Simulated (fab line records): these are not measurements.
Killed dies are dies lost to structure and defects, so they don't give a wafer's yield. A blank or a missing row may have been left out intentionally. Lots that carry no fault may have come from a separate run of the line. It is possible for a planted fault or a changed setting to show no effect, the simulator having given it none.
Struck lot and sound lot, side by side + flow sky130 + 43 out of 708 route steps
Sound: wafers L520.2, L520.3, L520.6. Wafers L532.2, L532.3, L532.5 were the ones struck. The cause is given at the end.
For every step that has rows: the tool of each side, followed by ch and its chambers, followed by its first start. Under that, the readings that differ: sound wafers + struck wafers + difference of the means + sigmas: that difference in standard deviations of wafers without a fault.
alike: words and numbers the same on both sides, and readings whose means are apart by under 2 such deviations; not compared: readings that were withheld, readings missing a value for some wafer, numbers with overlapping values and no deviation given by the record, and bounds like >300 which may hide the same value.
A row with sigmas, a row that says differs or no value, or rows on one side alone: a step with any of these is where the two part. Numbers that have no deviation but don't overlap get no sigmas and don't part them. A reading missing from all wafers of one side parts the sides only when that side holds two or more wafers.

first, 2 steps without rows for these wafers: SKY_VIA2_CLEAN_18 (cleans in IPA, time 180 s); SKY_VIA2_CLEAN_19 (cleans in O3/DIW).
SKY_VIA2_SPUTTER_20: material TiN, target thk 20 nm, time 80 s.
  struck on pvd_sputter-04, day 42 00:26; sound on pvd_sputter-03, day 39 03:23
  alike: throttle_valve_pct
SKY_VIA2_CVD_21: deposits W, target thk 420 nm, time 126.4 s.
  sound on cvd_w-02 ch 0,1, day 39 03:26; struck on cvd_w-01 ch 0,1, day 42 00:30
  alike: heater_power_w
SKY_VIA2_RS_MEAS_22: uses a four-point probe to measure.
  struck on film_metro-03, day 42 00:39; sound on film_metro-01, day 39 03:36
  alike: VIA2_W_RS
SKY_VIA2_THK_MEAS_23: measures by xrf.
  struck on film_metro-03, day 42 00:46; sound on film_metro-01, day 39 03:43
  alike: VIA2_W_THK
SKY_VIA2_CMP_24: polishes, stops on SiO2, t overpolish 20 s, target thk 0 nm.
  sound on cmp-02 ch 1,2,3, day 39 03:52; struck on cmp-01 ch 0,1, day 42 00:49
  alike: motor_current_A, overpolish_run_s, time_to_endpoint_s
then, 5 steps without rows for these wafers: SKY_METAL3_SPUTTER_00 (material Ti, target thk 15 nm, time 10 s); SKY_METAL3_SPUTTER_01 (material TiN, target thk 20 nm, time 16.7 s); SKY_METAL3_SPUTTER_02 (material AlCu, target thk 735 nm, time 39.1 s); SKY_METAL3_SPUTTER_03 (material Ti, target thk 5 nm, time 3.3 s); SKY_METAL3_SPUTTER_04 (material TiN, target thk 70 nm, time 58.3 s).
SKY_CAPM_CVD_00: deposits SiO2, target thk 15.5 nm.
  sound on pecvd-03 ch 0,1,2, day 39 04:13; struck on pecvd-03 ch 0,1, day 42 01:16
| reading                               | sound             | struck            | difference | sigmas |
|---------------------------------------|-------------------|-------------------|------------|--------|
| model.SiO2_of_CAPM_CVD_00.thk_nm (nm) | 15.17 15.53 15.97 | 19.24 19.15 19.47 | +3.73      |        |
  alike: heater_power_w
SKY_CAPM_THK_MEAS_01:
  struck on film_metro-02, day 42 01:32; sound on film_metro-01, day 39 04:14
| reading              | sound          | struck         | difference | sigmas |
|----------------------|----------------|----------------|------------|--------|
| CAPM_CVD_00_THK (nm) | 15.2 15.5 16.0 | 19.2 19.2 19.5 | +3.7       | +10    |
  not compared: hold
SKY_CAPM_RS_MEAS_03: uses a four-point probe to measure.
  struck on film_metro-03, day 42 03:22; sound on film_metro-03, day 39 04:25
  alike: CAPM_TIN_RS
SKY_CAPM_THK_MEAS_04: measures by xrf.
  struck on film_metro-03, day 42 03:36; sound on film_metro-03, day 39 04:32
  alike: CAPM_TIN_THK
then, 7 steps without rows for these wafers: SKY_CAPM_DEHYDRATE_05 (time 60 s); SKY_CAPM_HMDS_06 (prime time 60 s); SKY_CAPM_COAT_07 (resist thk 1140 nm); SKY_CAPM_SOFTBAKE_08 (time 60 s); SKY_CAPM_EXPOSE_09 (exposes mask CAPM, target cd 1000 nm); SKY_CAPM_PEB_10; SKY_CAPM_DEVELOP_11 (develop time 60 s).
SKY_CAPM_OVL_MEAS_12:
  struck on overlay-02, day 42 23:59; sound on overlay-01, day 40 05:07
  alike: CAPM_OVL
SKY_CAPM_METAL_ETCH_13: etches TiN in Cl2/BCl3, stops on SiO2, target depth 220 nm, time 62.9 s.
  sound on rie_metal-02 ch 0,1, day 40 05:08; struck on rie_metal-02 ch 1, day 43 00:01
  alike: drypump_motor_current_A, he_backside_leak_sccm, oes_product_au, throttle_valve_pct
  not compared: rf_hours_counter_h
SKY_CAPM_STRIP_14: strips in O2/N2.
  sound on plasma_asher-01 ch 0,1, day 40 05:13; struck on plasma_asher-02 ch 0,1, day 43 00:06
  alike: drypump_motor_current_A, o2_flow_sccm, oes_product_au, strip_time_to_endpoint_s
  not compared: rf_hours_counter_h
then, 11 steps without rows for these wafers: SKY_CAPM_STRIP_15 (strips in post etch residue remover, time 1200 s); SKY_CAPM_CLEAN_16 (cleans in IPA, time 180 s); SKY_CAPM_CLEAN_17 (cleans in O3/DIW); SKY_METAL3_DEHYDRATE_05 (time 60 s); SKY_METAL3_HMDS_06 (prime time 60 s); SKY_METAL3_COAT_07 (resist thk 60 nm); SKY_METAL3_COAT_08 (resist thk 1140 nm); SKY_METAL3_SOFTBAKE_09 (time 90 s); SKY_METAL3_EXPOSE_10 (exposes mask MM3, target cd 300 nm); SKY_METAL3_PEB_11; SKY_METAL3_DEVELOP_12 (develop time 60 s).
SKY_METAL3_CD_MEAS_13: the cd target is 300 nm.
  struck on cd_sem-01, day 43 23:15; sound on cd_sem-02, day 41 05:51
  alike: cd_nm
SKY_METAL3_OVL_MEAS_14:
  struck on overlay-02, day 43 23:22; sound on overlay-01, day 41 05:58
  alike: METAL3_OVL
then, 2 steps without rows for these wafers: SKY_METAL3_DESCUM_15 (chemistry O2, time 8 s); SKY_METAL3_ETCH_16 (etches BARC in N2/H2, stops on SiO2, time 88.2 s, target depth 60 nm).
SKY_METAL3_ETCH_17: etches SiO2 in C4F8/O2/Ar, stops on TiN, time 3.9 s, target depth 15 nm.
  sound on rie_diel-01 ch 0,1,3, day 41 06:07; struck on rie_diel-03 ch 1,2, day 43 23:31
| reading               | sound             | struck            | difference | sigmas |
|-----------------------|-------------------|-------------------|------------|--------|
| oes_product_au (a.u.) | 0.742 0.762 0.767 | 0.841 0.847 0.848 | +0.088     | +9     |
  not compared: rf_hours_counter_h
-- the record jumps here: 6 days lie between the struck wafers' starts before and after (it left off in module METAL3 and takes up again in module PAD_OPEN, whose first step shown is number 708 of the route) --
SKY_PAD_OPEN_PROBE_99:
  struck on prober-01, day 50 04:08; sound on prober-02, day 48 00:44
| reading                              | sound                | struck              | difference | sigmas |
|--------------------------------------|----------------------|---------------------|------------|--------|
| model.etest.cap_mim.bv_v (V)         | 13.8 13.71 14.32     | 16.66 16.99 17.22   | +3.01      |        |
| model.etest.cap_mim.leak_log10_a_cm2 | -8.944 -9.081 -9.199 | -9.909 -9.669 -9.99 | -0.781     |        |
| model.etest.cap_mim.c_ff_um2         | 2.388 2.332 2.291    | 1.887 1.9 1.849     | -0.458     |        |
  alike: defect_limited_yield, killed_at_M0_to_M3, killed_at_M4_up, killed_at_contacts, killed_at_front_end, killed_at_other, killed_dies, killed_open, killed_short
  not compared: model.etest.tester.sort_n_pass, model.etest.tester.sort_yield_pct, model.etest.tester.sort_bin_5_pct, model.etest.tester.sort_bin_8_pct

## WHERE THEY PART
First at SKY_CAPM_THK_MEAS_01; last, within this record, at SKY_METAL3_ETCH_17. Later steps at which nothing parts them and some readings are alike: SKY_PAD_OPEN_PROBE_99.

WHY: what the simulator had put in
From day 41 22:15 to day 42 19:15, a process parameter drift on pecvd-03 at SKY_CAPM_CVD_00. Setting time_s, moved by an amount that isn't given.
